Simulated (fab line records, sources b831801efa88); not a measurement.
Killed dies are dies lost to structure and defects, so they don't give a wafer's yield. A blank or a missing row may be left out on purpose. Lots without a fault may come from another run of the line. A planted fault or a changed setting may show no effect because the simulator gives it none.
fab line records | flow sky130
record lots=12 wafers=36 last_day=50
route steps=708 shown SONOS_ONO@171 POLY_GATE@213 RES_PROTECT@214 PAD_OPEN@708
lots that met no fault: from a run of the same line without faults
start_h: hours from the record's first day to the start of the lot's first wafer shown | wait_h: hours since the lot's step before | " the same as in the row above | L1.1+2: a row that stands for several wafers | - no value, or no start given | * or withheld: withheld | < > ~ a bound
route shown NAME@n: a module of which the file shows steps, and the number in the route of the first | usual: mean/standard deviation of fault-free wafers | same: alike in all rows | chamber/n: place in a boat | sites: the reading at each site | _std_site: their standard deviation | _edge_site: outer sites' mean less inner sites' | radius_mm: how far each site lies from the wafer's centre | mask NAME#n: copy n | behind: the tool/chamber that last shaped the wafer | hold: why the lot was held/for how many hours/how that ended | device: the transistor (n, p or np) that didn't switch | end of line: the same wafers' tests at the end of the route | a step without rows: its recipe alone | killed: dies lost to structure and defects at the first sort, not the wafer's yield | map: a wafer's dies, x killed, . not, _ none there
set.NAME: the setting as run; set.NAME@STEP: as run at that earlier step | model.NAME: the simulator's own value behind a step, which no gauge read
steps of the route over a sample of lots; a table a step, a row a wafer
services: from which hour (start_h, from the record's first day; less than 0 if before it) a tool's chamber was out of use, for how many hours, and why
## steps
# step SKY_SONOS_ONO_THK_MEAS_03
# recipe reads=Si3N4_of_SONOS_ONO_CVD_02
# usual SONOS_ONO_CVD_02_THK=10.44/0.14
# columns lot.wafer tool chamber start_h wait_h SONOS_ONO_CVD_02_THK[nm]
L928.1 film_metro-02 - 255.95 0.0 10.71
L928.3 " - " " 10.60
L928.4 " - " " 10.64
L930.1 film_metro-04 - 271.62 0.0 10.29
L930.3 " - " " 10.42
L930.5 " - " " 10.39
L934.2 film_metro-04 - 299.58 0.0 10.28
L934.3 " - " " 10.25
L934.6 " - " " 10.32
L936.3 film_metro-04 - 318.12 0.0 10.47
L936.5 " - " " 10.47
L936.6 " - " " 10.38
L937.2 film_metro-01 - 325.37 0.0 10.38
L937.5 " - " " 10.39
L937.6 " - " " 10.32
L941.1 film_metro-04 - 362.21 0.0 10.62
L941.3 " - " " 10.71
L941.6 " - " " 10.66
L945.1 film_metro-04 - 387.46 0.0 10.34
L945.2 " - " " 10.42
L945.4 " - " " 10.43
L946.3 film_metro-02 - 395.77 0.0 10.44
L946.4 " - " " 10.49
L946.5 " - " " 10.45
L947.1 film_metro-04 - 400.80 0.0 10.46
L947.5 " - " " 10.56
L947.6 " - " " 10.42
L948.3 film_metro-04 - 410.00 0.0 10.26
L948.5 " - " " 10.40
L948.6 " - " " 10.22
L949.2 film_metro-01 - 417.92 0.0 10.39
L949.4 " - " " 10.37
L949.5 " - " " 10.28
L950.4 film_metro-01 - 431.86 0.0 10.71
L950.5 " - " " 10.56
L950.6 " - " " 10.52
# step SKY_POLY_GATE_IMPLANT_02
# recipe species=P energy_kev=30 dose_cm2=7.7e+15 tilt_deg=0
# usual end_station_pressure_torr=1.13e-05/1e-06
# columns lot.wafer tool chamber start_h wait_h end_station_pressure_torr
L928.1 implanter-02 0 338.99 0.1 9.7e-06
L928.3 " 0 " " 1.13e-05
L928.4 " 0 " " 1.07e-05
L930.1 implanter-01 0 359.39 0.1 1.19e-05
L930.3 " 0 " " 1.18e-05
L930.5 " 0 " " 1.35e-05
L934.2 implanter-01 0 389.17 0.1 1.23e-05
L934.3 " 0 " " 1.33e-05
L934.6 " 0 " " 1.35e-05
L936.3 implanter-01 0 410.69 0.1 4.01e-05
L936.5 " 0 " " 4.2e-05
L936.6 " 0 " " 4.3e-05
L937.2 implanter-01 0 417.04 0.1 4.14e-05
L937.5 " 0 " " 3.94e-05
L937.6 " 0 " " 4.31e-05
L941.1 implanter-04 0 460.29 0.1 1.09e-05
L941.3 " 0 " " 1e-05
L941.6 " 0 " " 1.12e-05
L945.1 implanter-02 0 485.16 0.1 1.13e-05
L945.2 " 0 " " 1.09e-05
L945.4 " 0 " " 1.08e-05
L946.3 implanter-01 0 495.64 0.1 1.23e-05
L946.4 " 0 " " 1.21e-05
L946.5 " 0 " " 1.24e-05
L947.1 implanter-01 0 502.71 0.1 1.16e-05
L947.5 " 0 " " 1.19e-05
L947.6 " 0 " " 1.29e-05
L948.3 implanter-01 0 508.86 0.1 1.25e-05
L948.5 " 0 " " 1.27e-05
L948.6 " 0 " " 1.16e-05
L949.2 implanter-01 0 517.33 0.1 1.31e-05
L949.4 " 0 " " 1.3e-05
L949.5 " 0 " " 1.28e-05
L950.4 implanter-04 0 529.93 0.1 1.1e-05
L950.5 " 0 " " 1.1e-05
L950.6 " 0 " " 1.03e-05
# step SKY_RES_PROTECT_STRIP_07
# recipe chemistry=O2/N2 power_w=1400 pressure_mtorr=1500 platen_temp_c=withheld o2_flow_sccm=3000 n2_flow_sccm=300 overash_fraction=0.5
# usual drypump_motor_current_A=6.0/0.49 oes_product_au=0.518/0.0043 strip_time_to_endpoint_s=23.29/0.04
# columns lot.wafer tool chamber start_h wait_h drypump_motor_current_A oes_product_au rf_hours_counter_h strip_time_to_endpoint_s
L928.1 plasma_asher-02 1 339.14 0.1 5.7 0.518 69 23.23
L928.3 " 0 " " 6.9 0.521 - 23.23
L928.4 " 1 " " 5.7 0.520 - 23.25
L930.1 plasma_asher-02 1 359.54 0.1 5.8 0.518 71 23.30
L930.3 " 1 " " 5.8 0.517 - 23.31
L930.5 " 0 " " 6.8 0.513 - 23.28
L934.2 plasma_asher-03 0 389.29 0.1 5.7 0.517 58 23.31
L934.3 " 1 " " 5.7 0.514 - 23.28
L934.6 " 1 " " 5.7 0.521 - 23.28
L936.3 plasma_asher-04 0 410.83 0.1 6.1 0.514 - 23.62
L936.5 " 1 " " 5.4 0.509 - 23.58
L936.6 " 0 " " 6.1 0.521 - 23.60
L937.2 plasma_asher-02 1 417.16 0.1 5.7 0.509 76 23.71
L937.5 " 1 " " 5.7 0.517 - 23.75
L937.6 " 0 " " 6.8 0.519 - 23.71
L941.1 plasma_asher-04 1 460.44 0.1 5.4 0.515 71 23.26
L941.3 " 1 " " 5.4 0.512 - 23.22
L941.6 " 0 " " 6.0 0.516 - 23.25
L945.1 plasma_asher-02 0 485.31 0.1 6.8 0.517 4 23.34
L945.2 " 1 " " 5.7 0.526 4 23.36
L945.4 " 1 " " 5.7 0.511 - 23.29
L946.3 plasma_asher-04 0 495.78 0.1 6.0 0.520 - 23.30
L946.4 " 1 " " 5.4 0.519 - 23.28
L946.5 " 1 " " 5.5 0.513 - 23.28
L947.1 plasma_asher-02 0 502.86 0.1 6.8 0.520 6 23.25
L947.5 " 0 " " 6.8 0.515 - 23.28
L947.6 " 1 " " 5.8 0.509 - 23.28
L948.3 plasma_asher-02 0 508.99 0.1 6.7 0.513 - 23.25
L948.5 " 0 " " 6.8 0.514 - 23.27
L948.6 " 1 " " 5.8 0.516 - 23.33
L949.2 plasma_asher-02 1 517.46 0.1 5.8 0.512 7 23.30
L949.4 " 0 " " 6.8 0.520 - 23.28
L949.5 " 0 " " 6.8 0.520 - 23.29
L950.4 plasma_asher-04 1 530.04 0.1 5.4 0.527 - 23.30
L950.5 " 1 " " 5.4 0.517 - 23.31
L950.6 " 0 " " 6.1 0.523 - 23.33
# step SKY_POLY_GATE_ETCH_15
# recipe chemistry=N2/H2 target=BARC ion_energy_ev=200 source_w=500 bias_w=100 pressure_mtorr=30 n2_flow_sccm=100 h2_flow_sccm=200 stop_on=SiO2 time_s=118.5 target_depth_a=1100
# usual drypump_motor_current_A=5.8/0.44 oes_product_au=0.716/0.0046 throttle_valve_pct=13.213/0.0084
# columns lot.wafer tool chamber start_h wait_h drypump_motor_current_A oes_product_au rf_hours_counter_h throttle_valve_pct
L928.1 rie_diel-03 1 369.97 0.0 6.1 0.728 1 13.207
L928.3 " 0 " " 5.1 0.715 30 13.224
L928.4 " 3 " " 6.1 0.727 31 13.214
L930.1 rie_diel-04 0 389.00 0.0 6.0 0.719 86 13.213
L930.3 " 3 " " 6.1 0.718 9 13.207
L930.5 " 3 " " 6.1 0.719 - 13.215
L934.2 rie_diel-02 1 421.82 0.0 5.8 0.726 7 13.211
L934.3 " 2 " " 5.1 0.709 77 13.214
L934.6 " 1 " " 5.8 0.724 - 13.211
L936.3 rie_diel-04 3 443.42 0.0 6.0 0.718 10 13.217
L936.5 " 3 " " 6.1 0.714 - 13.227
L936.6 " 0 " " 6.0 0.714 - 13.221
L937.2 rie_diel-03 1 452.15 0.0 6.1 0.720 3 13.214
L937.5 " 3 " " 6.1 0.711 - 13.227
L937.6 " 2 " " 6.2 0.718 - 13.219
L941.1 rie_diel-02 0 493.11 0.0 5.0 0.715 77 13.216
L941.3 " 3 " " 6.2 0.714 88 13.206
L941.6 " 1 " " 5.8 0.713 - 13.199
L945.1 rie_diel-03 1 517.87 0.0 6.1 0.720 4 13.213
L945.2 " 2 " " 6.2 0.713 45 13.204
L945.4 " 0 " " 5.1 0.723 33 13.213
L946.3 rie_diel-04 2 528.40 0.0 5.2 0.709 28 13.228
L946.4 " 3 " " 6.1 0.714 - 13.196
L946.5 " 2 " " 5.2 0.711 - 13.198
L947.1 rie_diel-03 1 534.61 0.0 6.1 0.709 4 13.215
L947.5 " 2 " " 6.2 0.715 - 13.203
L947.6 " 3 " " 6.1 0.714 - 13.218
L948.3 rie_diel-03 3 540.92 0.0 6.1 0.721 35 13.223
L948.5 " 2 " " 6.2 0.713 - 13.206
L948.6 " 1 " " 6.1 0.713 - 13.210
L949.2 rie_diel-04 0 551.26 0.0 6.0 0.720 0 13.206
L949.4 " 2 " " 5.2 0.712 - 13.216
L949.5 " 3 " " 6.1 0.720 - 13.210
L950.4 rie_diel-03 3 562.15 0.0 6.1 0.712 35 13.205
L950.5 " 0 " " 5.1 0.722 - 13.218
L950.6 " 1 " " 6.1 0.718 - 13.202
# step SKY_POLY_GATE_THK_MEAS_21
# recipe reads=SiO2_of_POLY_GATE_OXIDATION_20
# usual POLY_GATE_OXIDATION_THK=4.01/0.083
# columns lot.wafer tool chamber start_h wait_h POLY_GATE_OXIDATION_THK[nm]
L928.1 film_metro-02 - 375.09 0.0 4.01
L928.3 " - " " 3.89
L928.4 " - " " 4.00
L930.1 film_metro-01 - 390.64 0.0 3.94
L930.3 " - " " 3.95
L930.5 " - " " 3.92
L934.2 film_metro-02 - 423.46 0.0 4.06
L934.3 " - " " 4.11
L934.6 " - " " 4.03
L936.3 film_metro-02 - 445.45 0.0 4.02
L936.5 " - " " 3.95
L936.6 " - " " 3.99
L937.2 film_metro-02 - 455.00 0.0 3.96
L937.5 " - " " 4.03
L937.6 " - " " 4.00
L941.1 film_metro-01 - 494.87 0.0 3.97
L941.3 " - " " 3.90
L941.6 " - " " 4.01
L945.1 film_metro-02 - 520.90 0.0 4.06
L945.2 " - " " 4.09
L945.4 " - " " 4.06
L946.3 film_metro-02 - 530.06 0.0 4.21
L946.4 " - " " 4.14
L946.5 " - " " 4.24
L947.1 film_metro-02 - 536.26 0.0 4.05
L947.5 " - " " 4.02
L947.6 " - " " 4.04
L948.3 film_metro-01 - 542.58 0.0 4.01
L948.5 " - " " 4.01
L948.6 " - " " 4.05
L949.2 film_metro-01 - 552.92 0.0 3.96
L949.4 " - " " 4.10
L949.5 " - " " 3.99
L950.4 film_metro-03 - 563.82 0.0 3.97
L950.5 " - " " 3.88
L950.6 " - " " 3.96
# step SKY_PAD_OPEN_PROBE_99
# usual killed_at_M0_to_M3=44/6.5 killed_at_M4_up=2.9/1.7 killed_at_contacts=24/5.7 killed_at_front_end=16/4.4 killed_at_other=0.2/0.48 killed_dies=87/9.6 killed_open=48/6.7 killed_short=38/6.2
# same gross_dies=492 killed_at_back_side=0
# columns lot.wafer tool chamber start_h wait_h killed_at_M0_to_M3 killed_at_M4_up killed_at_contacts killed_at_front_end killed_at_other killed_dies killed_open killed_short
L928.1 prober-02 - 1084.56 0.1 51 5 18 14 0 88 57 31
L928.3 prober-02 - 1084.66 0.2 50 4 20 15 0 89 54 35
L928.4 prober-02 - 1084.71 0.2 48 1 21 17 0 87 56 29
L930.1 prober-02 - 1088.71 0.1 42 2 21 22 1 88 43 45
L930.3 prober-02 - 1088.81 0.2 33 3 18 13 0 67 32 35
L930.5 prober-02 - 1088.91 0.2 40 3 37 21 0 101 59 42
L937.2 prober-01 - 1132.44 0.1 40 0 27 14 0 81 50 31
L937.5 prober-01 - 1132.59 0.2 41 4 45 15 0 105 56 49
L937.6 prober-01 - 1132.64 0.2 53 4 25 16 0 98 53 45
L947.1 prober-01 - 1182.29 0.1 48 2 26 7 0 83 50 33
L947.5 prober-01 - 1182.49 0.2 53 3 17 10 2 85 51 32
L947.6 prober-01 - 1182.54 0.2 45 3 23 15 0 86 45 41
L948.3 prober-01 - 1185.58 0.2 47 2 25 18 0 92 38 53
L948.5 prober-01 - 1185.68 0.2 36 8 19 19 1 83 41 41
L948.6 prober-01 - 1185.73 0.2 39 1 26 14 0 80 55 25
L949.2 prober-02 - 1198.19 0.1 46 4 17 19 1 87 58 28
L949.4 prober-02 - 1198.29 0.2 59 1 15 18 0 93 55 38
L949.5 prober-02 - 1198.34 0.2 51 4 24 22 0 101 55 46
L950.4 prober-01 - 1201.08 0.2 42 3 21 12 0 78 39 38
L950.5 prober-01 - 1201.13 0.2 45 5 20 13 0 83 48 34
L950.6 prober-01 - 1201.18 0.2 48 2 17 8 0 75 40 35
# killed by level:class
L928.1 VIA1:geometric_particle:open=13 VIA2:geometric_particle:open=12 VIA3:geometric_particle:open=8 LI_CONTACT:geometric_particle:open=7 METAL2:geometric_particle:short=7 CONTACT:geometric_particle:open=6 POLY_GATE:geometric_particle:short=4 VIA1:geometric_particle:short=4
L928.3 VIA1:geometric_particle:open=12 CONTACT:geometric_particle:open=8 VIA3:geometric_particle:open=8 METAL2:geometric_particle:short=7 VIA2:geometric_particle:open=6 LI_CONTACT:geometric_particle:open=5 METAL1:geometric_particle:short=5 FIELD_ISO:geometric_particle:short=4
L928.4 VIA1:geometric_particle:open=16 CONTACT:geometric_particle:open=8 VIA3:geometric_particle:open=8 FIELD_ISO:geometric_particle:short=6 LI_CONTACT:geometric_particle:open=6 VIA2:geometric_particle:open=6 VIA1:geometric_particle:short=5 POLY_GATE:geometric_particle:open=4
L930.1 VIA1:geometric_particle:open=10 CONTACT:geometric_particle:open=9 FIELD_ISO:geometric_particle:short=7 FIELD_ISO:geometric_particle:open=7 SPACER:geometric_particle:short=7 VIA2:geometric_particle:open=7 VIA1:geometric_particle:short=5 LOCAL_INTERCONNECT:geometric_particle:short=5
L930.3 VIA2:geometric_particle:short=6 FIELD_ISO:geometric_particle:open=5 LI_CONTACT:geometric_particle:open=5 CONTACT:geometric_particle:open=5 METAL1:geometric_particle:short=5 VIA1:geometric_particle:open=5 LOCAL_INTERCONNECT:geometric_particle:short=4 VIA1:geometric_particle:short=4
L930.5 CONTACT:geometric_particle:open=13 VIA1:geometric_particle:open=11 LI_CONTACT:geometric_particle:open=8 FIELD_ISO:geometric_particle:open=7 CONTACT:geometric_particle:short=7 LOCAL_INTERCONNECT:geometric_particle:short=6 VIA2:geometric_particle:open=6 VIA3:geometric_particle:open=6
L937.2 CONTACT:geometric_particle:open=12 VIA1:geometric_particle:open=10 VIA1:geometric_particle:short=7 POLY_GATE:geometric_particle:open=6 LOCAL_INTERCONNECT:geometric_particle:short=5 SPACER:geometric_particle:open=4 METAL2:geometric_particle:short=4 VIA3:geometric_particle:open=4
L937.5 CONTACT:geometric_particle:open=14 LI_CONTACT:geometric_particle:open=13 VIA1:geometric_particle:open=9 LI_CONTACT:geometric_particle:short=8 CONTACT:geometric_particle:short=8 METAL2:geometric_particle:short=7 VIA2:geometric_particle:open=7 VIA1:geometric_particle:short=6
L937.6 VIA3:geometric_particle:open=11 VIA1:geometric_particle:open=9 CONTACT:geometric_particle:open=7 VIA2:geometric_particle:open=7 LI_CONTACT:geometric_particle:open=6 LOCAL_INTERCONNECT:geometric_particle:short=6 METAL1:geometric_particle:short=6 FIELD_ISO:geometric_particle:short=5
L947.1 VIA2:geometric_particle:open=14 CONTACT:geometric_particle:open=10 VIA1:geometric_particle:open=10 LI_CONTACT:geometric_particle:open=7 METAL1:geometric_particle:short=6 METAL3:geometric_particle:short=4 LOCAL_INTERCONNECT:geometric_particle:short=4 VIA1:geometric_particle:short=4
L947.5 VIA3:geometric_particle:open=13 VIA1:geometric_particle:open=11 VIA2:geometric_particle:open=8 CONTACT:geometric_particle:open=7 METAL2:geometric_particle:short=6 LI_CONTACT:geometric_particle:open=4 METAL1:geometric_particle:short=4 VIA3:geometric_particle:short=4
L947.6 METAL2:geometric_particle:short=11 LI_CONTACT:geometric_particle:open=7 CONTACT:geometric_particle:open=7 VIA1:geometric_particle:open=7 VIA3:geometric_particle:open=7 FIELD_ISO:geometric_particle:short=5 LOCAL_INTERCONNECT:geometric_particle:short=5 FIELD_ISO:geometric_particle:open=4
L948.3 VIA2:geometric_particle:open=10 VIA1:geometric_particle:open=8 VIA1:geometric_particle:short=7 CONTACT:geometric_particle:short=6 METAL2:geometric_particle:short=6 POLY_GATE:geometric_particle:short=5 LOCAL_INTERCONNECT:geometric_particle:short=5 LI_CONTACT:geometric_particle:open=5
L948.5 CONTACT:geometric_particle:open=8 VIA1:geometric_particle:open=8 VIA2:geometric_particle:short=7 METAL4:geometric_particle:short=7 FIELD_ISO:geometric_particle:short=6 FIELD_ISO:geometric_particle:open=5 POLY_GATE:geometric_particle:open=5 METAL2:geometric_particle:short=4
L948.6 CONTACT:geometric_particle:open=12 VIA1:geometric_particle:open=12 VIA2:geometric_particle:open=11 LOCAL_INTERCONNECT:geometric_particle:short=5 LI_CONTACT:geometric_particle:open=4 CONTACT:geometric_particle:short=4 FIELD_ISO:geometric_particle:open=3 FIELD_ISO:geometric_particle:short=3
L949.2 VIA1:geometric_particle:open=15 VIA3:geometric_particle:open=8 POLY_GATE:geometric_particle:open=6 FIELD_ISO:geometric_particle:open=6 CONTACT:geometric_particle:open=6 LI_CONTACT:geometric_particle:open=5 METAL3:geometric_particle:short=5 VIA1:geometric_particle:short=4
L949.4 VIA1:geometric_particle:open=20 VIA1:geometric_particle:short=9 VIA3:geometric_particle:open=7 POLY_GATE:geometric_particle:short=5 LI_CONTACT:geometric_particle:open=5 CONTACT:geometric_particle:open=5 METAL1:geometric_particle:short=4 METAL2:geometric_particle:short=4
L949.5 VIA1:geometric_particle:open=11 VIA3:geometric_particle:open=9 POLY_GATE:geometric_particle:open=8 LI_CONTACT:geometric_particle:open=8 METAL2:geometric_particle:short=8 CONTACT:geometric_particle:open=7 METAL1:geometric_particle:short=7 POLY_GATE:geometric_particle:short=5
L950.4 CONTACT:geometric_particle:open=9 VIA1:geometric_particle:open=9 VIA3:geometric_particle:open=8 METAL1:geometric_particle:short=7 CONTACT:geometric_particle:short=5 METAL2:geometric_particle:short=5 FIELD_ISO:geometric_particle:open=4 VIA1:geometric_particle:short=4
L950.5 VIA1:geometric_particle:open=10 VIA3:geometric_particle:open=9 METAL2:geometric_particle:short=8 CONTACT:geometric_particle:open=7 VIA2:geometric_particle:open=5 FIELD_ISO:geometric_particle:open=4 FIELD_ISO:geometric_particle:short=4 LI_CONTACT:geometric_particle:short=4
L950.6 VIA1:geometric_particle:open=9 VIA3:geometric_particle:open=7 METAL2:geometric_particle:short=6 CONTACT:geometric_particle:open=6 METAL1:geometric_particle:short=6 VIA1:geometric_particle:short=5 METAL3:geometric_particle:short=5 LOCAL_INTERCONNECT:geometric_particle:open=4
## services
# columns tool chamber start_h hours kind
implanter-04 - 327.19 5.4 pm
plasma_asher-04 - 357.79 2.8 pm
implanter-02 - 357.79 2.5 repair
rie_diel-02 0 365.53 4.5 repair
plasma_asher-02 - 400.01 0.5 repair
rie_diel-04 2 403.14 5.7 repair
rie_diel-03 3 403.98 10.1 repair
plasma_asher-02 - 407.01 7.8 repair
rie_diel-03 1 409.76 4.0 repair
plasma_asher-02 - 415.18 1.6 repair
plasma_asher-02 - 421.25 9.0 pm
implanter-01 - 422.51 3.6 repair
plasma_asher-02 - 444.50 2.8 pm
plasma_asher-02 - 447.96 14.6 pm
rie_diel-04 2 457.73 14.1 repair
implanter-01 - 468.08 1.7 repair
rie_diel-04 0 468.29 5.0 repair
rie_diel-04 0 477.08 2.4 repair
implanter-01 - 480.02 2.5 repair
rie_diel-04 - 486.76 0.9 repair
implanter-01 - 496.41 5.7 repair
rie_diel-03 1 502.57 5.8 repair
implanter-01 - 539.62 1.3 repair
rie_diel-04 2 558.09 33.6 repair
## key
first_sign step=SKY_POLY_GATE_IMPLANT_02 reading=end_station_pressure_torr direction=up sigmas=30 usual=1.13e-05 struck=4.15e-05
effect step=SKY_RES_PROTECT_STRIP_07 reading=strip_time_to_endpoint_s direction=up sigmas=9.3 usual=* struck=*
met_at SKY_POLY_GATE_IMPLANT_02
struck_lots L936,L937
tester_left_out L936,L937
not_acting_at SKY_SONOS_ONO_THK_MEAS_03,SKY_POLY_GATE_ETCH_15,SKY_POLY_GATE_THK_MEAS_21
onset_between 389.17 410.69
fault kind=process_parameter_drift tool=implanter-01 chamber=- onset_h=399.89 steps=SKY_POLY_GATE_IMPLANT_02 channel=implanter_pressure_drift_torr offset=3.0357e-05 shape=step end_h=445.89
fault kind=process_parameter_drift tool=implanter-01 chamber=- onset_h=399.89 steps=SKY_POLY_GATE_IMPLANT_02 channel=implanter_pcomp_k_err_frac offset=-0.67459 shape=step end_h=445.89
# tester_left_out: of these lots the tester's yield and bins aren't shown, on N5 and GAA mostly nor the transistor test; their killed dies are dies lost to structure and defects alone, not to doping, threshold or leakage, so they don't give the yield
